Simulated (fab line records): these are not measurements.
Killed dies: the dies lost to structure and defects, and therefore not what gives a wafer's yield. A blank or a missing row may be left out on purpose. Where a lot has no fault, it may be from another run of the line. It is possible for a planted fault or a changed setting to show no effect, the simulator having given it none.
Split-lot experiment    flow gf180mcu    23 wafers read from 5 lots, route of 602 steps

## SPLIT DETAILS
At GF_VT_IMPLANT_IMPLANT_08, the setting energy kev was moved away from the recipe's 20 on 12 of the 23 wafers read, by -8.9% to +4.2%. All remaining wafers had this setting at the recipe value.

## THE PATH FROM SPLIT TO READING: the file shows 1 step between them
- GF_VT_IMPLANT_STRIP_09: strips in O2/N2

## THE READING
VT_IMPLANT_TW, at GF_VT_IMPLANT_TW_MEAS_10. Typical for fault-free wafers on this fab line: 566, with standard deviation 3.9.

wafer   tool, chamber at the split  energy kev as run  against the recipe  VT_IMPLANT_TW  against lot-mates on the recipe
L074.1  implanter-01, 0             20.62              +3.1%               573            +3
L074.2  implanter-01, 0             20.62              +3.1%               571            +1
L074.3  implanter-01, 0             20                 recipe              571            -
L074.4  implanter-01, 0             20.62              +3.1%               575            +5
L074.6  implanter-01, 0             20                 recipe              569            -
L076.1  implanter-01, 0             18.53              -7.3%               554            -14
L076.2  implanter-01, 0             18.53              -7.3%               553            -15
L076.4  implanter-01, 0             20                 recipe              568            -
L076.5  implanter-01, 0             20                 recipe              568            -
L076.6  implanter-01, 0             18.53              -7.3%               553            -15
L077.1  implanter-02, 0             20                 recipe              571            -
L077.5  implanter-02, 0             20                 recipe              565            -
L077.6  implanter-02, 0             20                 recipe              568            -
L078.1  implanter-02, 0             18.21              -8.9%               553            -13
L078.2  implanter-02, 0             20                 recipe              568            -
L078.4  implanter-02, 0             18.21              -8.9%               553            -13
L078.5  implanter-02, 0             18.21              -8.9%               551            -15
L078.6  implanter-02, 0             20                 recipe              564            -
L080.2  implanter-01, 0             20.84              +4.2%               574            +4
L080.3  implanter-01, 0             20.84              +4.2%               573            +4
L080.4  implanter-01, 0             20                 recipe              571            -
L080.5  implanter-01, 0             20                 recipe              568            -
L080.6  implanter-01, 0             20.84              +4.2%               571            +2

FIT RESULTS
A straight line over all 23 wafers: VT_IMPLANT_TW changes by +1.72 for each +1% of energy kev; r = +0.97; the points scatter about the line by 2.1.
The same after taking each lot's own level away (the mean of its wafers on the recipe; 23 wafers): +1.5 for each +1%; r = +0.96; scatter 2.1.
On that fit, the largest move of energy kev shifts the reading by 13.
Across the lots, their own levels run from 566.0 to 570.0, a range of 1.0 times the standard deviation given above.
In other words, the slope is changed by the lot-to-lot level; the two fits disagree.
Check: for one of the wafers moved furthest among these (-8.9%), held out of the fit, the line's prediction against its lot-mates is -14.9. Against them it came out at -13.

## OTHER SPLITS APPLIED TO THESE WAFERS
These wafers also went through other splits before the reading. Each is held against what the fit with the lots' levels taken away leaves over:
other split on the same wafers       wafers away from the commonest value  r with VT_IMPLANT_TW (lot level and that fit taken away)
GF_STI_COAT_07 resist thk nm         11                                    +0.02
GF_STI_PEB_10 peb time s             6                                     +0.17
GF_STI_CVD_23 sih4 flow sccm         8                                     -0.05
GF_STI_OXIDATION_29 ox time s        15                                    -0.28
GF_NWELL_EXPOSE_04 dose mj           4                                     +0.26
GF_NWELL_STRIP_10 o2 flow sccm       8                                     -0.32
GF_LVPWELL_STRIP_10 pressure mtorr   15                                    -0.14
GF_MVSD_STRIP_10 power w             7                                     -0.23
GF_VT_IMPLANT_COAT_02 resist thk nm  9                                     -0.10

## THE WHOLE CHAIN: every reading that the file lists as answering this split, in the file's order
step                      what it does  reading                                                          change (the file's fit)                 r (the file's)
GF_VT_IMPLANT_IMPLANT_08                implant.rp nm (the simulator's own value, which no gauge read)   +0.136 nm for each +1% of the setting   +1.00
GF_VT_IMPLANT_IMPLANT_08                implant.drp nm (the simulator's own value, which no gauge read)  +0.0692 nm for each +1% of the setting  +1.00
GF_VT_IMPLANT_TW_MEAS_10                VT_IMPLANT_TW                                                    +1.56 for each +1% of the setting       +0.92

## FILE'S OWN FIT
VT_IMPLANT_TW changes by +1.56 for each +1% of energy kev, r = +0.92.
